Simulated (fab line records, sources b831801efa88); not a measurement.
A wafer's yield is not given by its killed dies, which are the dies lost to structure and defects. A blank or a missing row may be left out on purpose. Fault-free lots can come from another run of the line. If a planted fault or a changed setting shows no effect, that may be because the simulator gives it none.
Problem report in the 8D (eight disciplines) form, filled by code / flow gf180mcu / the parts of the form that need people (team, actions taken, sign-off) are left out

## 1. WHAT IS WRONG
Mean V3_W_RS at GF_V3_RS_MEAS_24: 0.270 ohm/sq over 6 wafers in 2 lots; fault-free wafers: 0.327 ohm/sq, standard deviation 0.0041. That puts it -14 standard deviations away from the usual mean.
The step: measures by four-point-probe.
Seen first at day 25 14:30 on film metro-01, wafer L544.1. The record holds 30 wafers of 10 lots with a number at this step. The rule behind "out" and "out of limits": a value lying over 4 standard deviations away from the usual mean. The rest of the wafers with a number are treated as sound.

## 2. WHAT IT IS AND WHAT IT IS NOT
question=which readings at this step | is=V3_W_RS | is not=-
question=which lots | is=L543, L544 | is not=L537, L541, L548, L551, L553, L556, L557, L558
question=which wafers of those lots | is=all that have a number | is not=-
question=read on which gauges | is=film metro-01, film metro-04 | is not=film metro-02
question=when | is=from day 25 14:30 | is not=up to then (6 sound wafers); but 18 sound wafers of L548, L551, L553, L556, L557, L558 came after

## 3. THE SUSPECTS, EACH WITH WHAT RULES IT OUT
Counting: a tool stays on the suspect list if, at a process step up to the reading, it processed all lots that are out and no sound lot following the first of them.
- the gauge at GF_V3_RS_MEAS_24 has been ruled out. 2 gauges (film metro-01, film metro-04) read the wafers that are out.
- pvd sputter-01 at GF_M3_SPUTTER_01 (material TiN, target thk 30 nm, time 25 s): ruled out as a lasting fault. After its first lot that is out, L544 (day 23 16:23), sound lots L548, L551 ran on it.
- cvd w-02 at GF_V3_CVD_23 (deposits W, target thk 350 nm, time 104.9 s): ruled out as a lasting fault. After its first lot that is out, L544 (day 25 14:23), sound lots L556, L558 ran on it.
Left after counting: nothing in the record.

## 4. THE CAUSE (what the simulator had put in)
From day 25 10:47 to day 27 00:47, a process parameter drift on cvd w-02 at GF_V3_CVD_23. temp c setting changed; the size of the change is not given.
Counting ruled it out, wrongly: the rule takes a fault to strike every lot that its tool runs from its start on, and this one did not.

## 5. SEQUENCE OF EFFECTS, ordered by route
Each row: a reading where the mean over the struck wafers with a number is more than 3 standard deviations away from the usual. Readings are gone through only where the record gives a usual standard deviation; hours: the median, over the lots, of the time from a lot's start at the first step in this table giving one to that lot's start at this step; sigmas: the change measured in usual standard deviations.
hours=0; step=GF_V3_CVD_23; reading=susceptor temp C; usual=400.00 C; on struck wafers=411.09; change=+11.09; sigmas=+46
hours=0; step=GF_V3_RS_MEAS_24; reading=V3_W_RS; usual=0.327 ohm/sq; on struck wafers=0.270; change=-0.057; sigmas=-14
hours=0; step=GF_V3_THK_MEAS_25; reading=V3_W_THK; usual=349 nm; on struck wafers=418; change=+69; sigmas=+13
hours=0; step=GF_V3_CMP_26; reading=time to endpoint s; usual=84 s; on struck wafers=102; change=+18; sigmas=+5.0
The process steps in it:
- GF_V3_CVD_23: deposits W, target thk 350 nm, time 104.9 s.
- GF_V3_CMP_26: polishes, stops on SiO2, t overpolish 15 s, target thk 0 nm.

## 6. HOW IT WOULD HAVE BEEN CAUGHT EARLIER
In this record the first reading out of limits at a measuring or inspecting step was taken at day 25 14:30, 4 hours after the fault began at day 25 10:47.
Tool's own readings at GF_V3_CVD_23, susceptor temp C: out on all struck wafers the step has rows for; an alarm limit on them would have tripped on the first.
